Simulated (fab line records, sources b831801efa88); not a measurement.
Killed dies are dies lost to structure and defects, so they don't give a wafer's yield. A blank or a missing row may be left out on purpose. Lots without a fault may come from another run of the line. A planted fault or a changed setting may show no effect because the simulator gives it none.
fab line records | flow sky130 | part 2 of 2: steps 25 to 35 of 35
record lots=5 wafers=15 last_day=50
route steps=708 shown VT_ADJUST_LVTN@103 VT_ADJUST_NCORE@119 VT_ADJUST_HVTR@131
lots that met no fault: from a run of the same line without faults
start_h: hours from the record's first day to the start of the lot's first wafer shown | wait_h: hours since the lot's step before | " the same as in the row above | L1.1+2: a row that stands for several wafers | - no value, or no start given | * or withheld: withheld | < > ~ a bound
route shown NAME@n: a module of which the file shows steps, and the number in the route of the first | usual: mean/standard deviation of fault-free wafers | same: alike in all rows | chamber/n: place in a boat | sites: the reading at each site | _std_site: their standard deviation | _edge_site: outer sites' mean less inner sites' | radius_mm: how far each site lies from the wafer's centre | mask NAME#n: copy n | behind: the tool/chamber that last shaped the wafer | hold: why the lot was held/for how many hours/how that ended | device: the transistor (n, p or np) that didn't switch | end of line: the same wafers' tests at the end of the route | a step without rows: its recipe alone | killed: dies lost to structure and defects at the first sort, not the wafer's yield | map: a wafer's dies, x killed, . not, _ none there
set.NAME: the setting as run; set.NAME@STEP: as run at that earlier step | model.NAME: the simulator's own value behind a step, which no gauge read
lots at some steps of the route; a table a step, a row a wafer
services: from which hour (start_h, from the record's first day; less than 0 if before it) a tool's chamber was out of use, for how many hours, and why
## steps
# step SKY_VT_ADJUST_NCORE_OVL_MEAS_08
# usual VT_ADJUST_NCORE_OVL=-2.0/1.4
# columns lot.wafer tool chamber start_h wait_h VT_ADJUST_NCORE_OVL[nm]
L089.2 overlay-01 - 305.37 0.1 -2.1
L089.3 " - " " -0.8
L089.4 " - " " -3.9
L088.1 overlay-01 - 307.18 0.1 -1.6
L088.4 " - " " -2.5
L088.5 " - " " -4.4
L091.2 overlay-02 - 324.41 0.1 0.6
L091.4 " - " " -2.8
L091.5 " - " " -1.2
L094.2 overlay-01 - 330.71 0.1 -0.1
L094.4 " - " " 0.4
L094.6 " - " " -0.8
L095.1 overlay-01 - 338.35 0.1 -3.7
L095.2 " - " " -3.7
L095.6 " - " " -4.1
# step SKY_VT_ADJUST_NCORE_IMPLANT_09
# recipe species=B energy_kev=10 dose_cm2=2.4e+12 tilt_deg=withheld
# columns lot.wafer tool chamber start_h wait_h
L089.2+3+4 implanter-01 0 305.43 0.0
L088.1+4+5 implanter-03 0 307.21 0.0
L091.2+4+5 implanter-03 0 324.47 0.0
L094.2+4+6 implanter-03 0 330.77 0.0
L095.1+2+6 implanter-04 0 338.39 0.0
# step SKY_VT_ADJUST_NCORE_STRIP_10
# recipe chemistry=O2/N2 power_w=1400 pressure_mtorr=1500 platen_temp_c=withheld o2_flow_sccm=3000 n2_flow_sccm=300 overash_fraction=0.5
# usual drypump_motor_current_A=5.5/0.46 o2_flow_sccm=3001/9.7 oes_product_au=0.715/0.0046 strip_time_to_endpoint_s=14.05/0.041
# columns lot.wafer tool chamber start_h wait_h drypump_motor_current_A o2_flow_sccm oes_product_au rf_hours_counter_h strip_time_to_endpoint_s
L089.2 plasma_asher-04 0 305.55 0.1 5.8 3009 0.712 19 14.06
L089.3 " 0 " " 5.8 2994 0.712 - 14.00
L089.4 " 1 " " 5.7 2997 0.723 - 14.05
L088.1 plasma_asher-01 1 307.36 0.1 5.5 2993 0.713 61 14.14
L088.4 " 1 " " 5.5 2983 0.719 - 14.12
L088.5 " 1 " " 5.5 2988 0.708 - 14.17
L091.2 plasma_asher-02 1 324.59 0.1 4.8 3014 0.718 53 14.00
L091.4 " 0 " " 6.0 3001 0.715 - 14.02
L091.5 " 0 " " 6.1 2989 0.708 - 14.02
L094.2 plasma_asher-01 1 330.89 0.1 5.5 3007 0.714 64 14.03
L094.4 " 0 " " 5.2 2984 0.712 - 13.99
L094.6 " 0 " " 5.3 2986 0.711 - 13.95
L095.1 plasma_asher-02 1 338.54 0.1 4.8 3003 0.711 54 14.06
L095.2 " 0 " " 6.1 2981 0.717 54 14.06
L095.6 " 0 " " 6.1 3001 0.713 - 14.06
# step SKY_VT_ADJUST_NCORE_TW_MEAS_11
# usual VT_ADJUST_NCORE_TW=219.8/1.1
# columns lot.wafer tool chamber start_h wait_h VT_ADJUST_NCORE_TW
L089.2 film_metro-02 - 305.66 0.1 219.0
L089.3 " - " " 218.3
L089.4 " - " " 219.0
L088.1 film_metro-02 - 307.46 0.1 219.9
L088.4 " - " " 219.5
L088.5 " - " " 219.9
L091.2 film_metro-02 - 324.70 0.1 218.9
L091.4 " - " " 219.4
L091.5 " - " " 219.9
L094.2 film_metro-02 - 331.00 0.1 221.1
L094.4 " - " " 220.0
L094.6 " - " " 218.8
L095.1 film_metro-03 - 338.64 0.1 220.8
L095.2 " - " " 220.0
L095.6 " - " " 219.7
# step SKY_VT_ADJUST_HVTR_DEHYDRATE_00
# recipe temp_c=200 time_s=60
# usual exhaust_pa=45.1/0.84
# columns lot.wafer tool chamber start_h wait_h exhaust_pa
L089.2 litho_track-04 0 318.57 12.9 44.8
L089.3 " 0 " " 46.2
L089.4 " 0 " " 45.4
L088.1 litho_track-03 0 320.33 12.9 44.1
L088.4 " 0 " " 44.5
L088.5 " 0 " " 43.2
L091.2 litho_track-03 0 337.36 12.6 44.3
L091.4 " 0 " " 44.6
L091.5 " 0 " " 45.3
L094.2 litho_track-04 0 343.02 12.0 45.4
L094.4 " 0 " " 44.8
L094.6 " 0 " " 44.8
L095.1 litho_track-03 0 351.63 13.0 44.8
L095.2 " 0 " " 46.1
L095.6 " 0 " " 45.2
# step SKY_VT_ADJUST_HVTR_HMDS_01
# recipe prime_time_s=60 prime_temp_c=120
# usual exhaust_pa=45.2/0.77
# columns lot.wafer tool chamber start_h wait_h exhaust_pa
L089.2 litho_track-04 0 318.72 0.1 45.2
L089.3 " 0 " " 45.0
L089.4 " 0 " " 44.6
L088.1 litho_track-03 0 320.48 0.1 45.0
L088.4 " 0 " " 44.7
L088.5 " 0 " " 43.8
L091.2 litho_track-03 0 337.51 0.1 43.5
L091.4 " 0 " " 45.0
L091.5 " 0 " " 45.2
L094.2 litho_track-04 0 343.17 0.1 45.9
L094.4 " 0 " " 45.1
L094.6 " 0 " " 44.9
L095.1 litho_track-03 0 351.78 0.1 43.5
L095.2 " 0 " " 44.1
L095.6 " 0 " " 44.5
# step SKY_VT_ADJUST_HVTR_COAT_02
# recipe resist=NOVOLAK spin_rpm=3000 resist_thk_nm=1140
# usual exhaust_pa=45.1/0.96
# columns lot.wafer tool chamber start_h wait_h exhaust_pa
L089.2 litho_track-04 0 318.87 0.1 45.9
L089.3 " 0 " " 44.9
L089.4 " 0 " " 45.2
L088.1 litho_track-03 0 320.63 0.1 43.9
L088.4 " 0 " " 43.8
L088.5 " 0 " " 43.5
L091.2 litho_track-03 0 337.66 0.1 45.5
L091.4 " 0 " " 45.8
L091.5 " 0 " " 46.6
L094.2 litho_track-04 0 343.32 0.1 44.3
L094.4 " 0 " " 44.4
L094.6 " 0 " " 46.8
L095.1 litho_track-03 0 351.93 0.1 44.7
L095.2 " 0 " " 43.5
L095.6 " 0 " " 44.7
# step SKY_VT_ADJUST_HVTR_SOFTBAKE_03
# recipe temp_c=90 time_s=60 resist=NOVOLAK
# usual exhaust_pa=44.9/0.79
# columns lot.wafer tool chamber start_h wait_h exhaust_pa
L089.2 litho_track-04 0 319.02 0.1 44.2
L089.3 " 0 " " 44.3
L089.4 " 0 " " 43.8
L088.1 litho_track-03 0 320.78 0.1 45.3
L088.4 " 0 " " 44.5
L088.5 " 0 " " 43.5
L091.2 litho_track-03 0 337.81 0.1 45.5
L091.4 " 0 " " 44.6
L091.5 " 0 " " 45.5
L094.2 litho_track-04 0 343.47 0.1 45.2
L094.4 " 0 " " 44.3
L094.6 " 0 " " 45.2
L095.1 litho_track-03 0 352.08 0.1 44.5
L095.2 " 0 " " 45.8
L095.6 " 0 " " 46.1
# step SKY_VT_ADJUST_HVTR_EXPOSE_04
# recipe mask_id=HVTRM target_cd_nm=380 na=0.6 source_shape=conventional sigma_outer=0.6 dose_mj=150
# usual exposure_dose_mJ_cm2=150.01/0.14
# columns lot.wafer tool chamber start_h wait_h mask exposure_dose_mJ_cm2
L089.2 iline_stepper-01 0 - - HVTRM#0 149.99
L089.3 " 0 " " HVTRM#0 150.19
L089.4 " 0 " " HVTRM#0 149.95
L088.1 iline_stepper-02 0 - - HVTRM#0 149.92
L088.4 " 0 " " HVTRM#0 150.11
L088.5 " 0 " " HVTRM#0 150.25
L091.2 iline_stepper-01 0 - - HVTRM#0 149.88
L091.4 " 0 " " HVTRM#0 150.11
L091.5 " 0 " " HVTRM#0 149.95
L094.2 iline_stepper-01 0 - - HVTRM#0 149.82
L094.4 " 0 " " HVTRM#0 149.85
L094.6 " 0 " " HVTRM#0 150.05
L095.1 iline_stepper-02 0 - - HVTRM#0 150.26
L095.2 " 0 " " HVTRM#0 150.01
L095.6 " 0 " " HVTRM#0 149.95
# step SKY_VT_ADJUST_HVTR_PEB_05
# recipe temp_c=withheld time_s=* resist=NOVOLAK
# usual exhaust_pa=44.9/0.89
# columns lot.wafer tool chamber start_h wait_h exhaust_pa
L089.2 litho_track-03 0 - - 44.2
L089.3 " 0 " " 44.9
L089.4 " 0 " " 45.6
L088.1 litho_track-03 0 - - 46.7
L088.4 " 0 " " 44.7
L088.5 " 0 " " 44.6
L091.2 litho_track-02 0 - - 44.9
L091.4 " 0 " " 45.4
L091.5 " 0 " " 45.5
L094.2 litho_track-02 0 - - 45.7
L094.4 " 0 " " 45.9
L094.6 " 0 " " 45.2
L095.1 litho_track-04 0 - - 45.8
L095.2 " 0 " " 44.6
L095.6 " 0 " " 45.8
# step SKY_VT_ADJUST_HVTR_DEVELOP_06
# recipe develop_time_s=60 dev_temp_c=23
# usual exhaust_pa=45.0/0.96
# columns lot.wafer tool chamber start_h wait_h exhaust_pa
L089.2 litho_track-03 0 331.76 0.1 46.4
L089.3 " 0 " " 44.3
L089.4 " 0 " " 43.3
L088.1 litho_track-03 0 332.93 0.1 45.8
L088.4 " 0 " " 43.8
L088.5 " 0 " " 44.3
L091.2 litho_track-02 0 351.17 0.1 44.1
L091.4 " 0 " " 45.0
L091.5 " 0 " " 45.2
L094.2 litho_track-02 0 357.52 0.1 44.9
L094.4 " 0 " " 44.4
L094.6 " 0 " " 44.5
L095.1 litho_track-04 0 365.29 0.1 45.4
L095.2 " 0 " " 45.3
L095.6 " 0 " " 45.9
## services
# columns tool chamber start_h hours kind
implanter-01 - 233.24 3.8 repair
plasma_asher-03 - 235.53 15.6 pm
iline_stepper-02 - 249.72 1.7 pm
plasma_asher-01 - 258.44 1.0 repair
implanter-01 - 259.80 5.8 pm
implanter-01 - 265.26 4.3 repair
iline_stepper-02 0 267.47 - calibration
iline_stepper-02 - 276.84 3.6 repair
implanter-04 - 278.84 1.3 repair
plasma_asher-03 - 288.07 14.6 pm
implanter-01 - 292.63 4.6 repair
implanter-03 - 303.41 2.0 repair
plasma_asher-03 - 307.60 5.5 repair
plasma_asher-03 - 312.67 4.0 repair
iline_stepper-01 - 324.04 1.7 pm
iline_stepper-02 - 325.81 8.8 repair
implanter-01 - 329.61 1.6 repair
implanter-01 - 352.05 1.1 repair
plasma_asher-02 - 359.01 8.8 repair
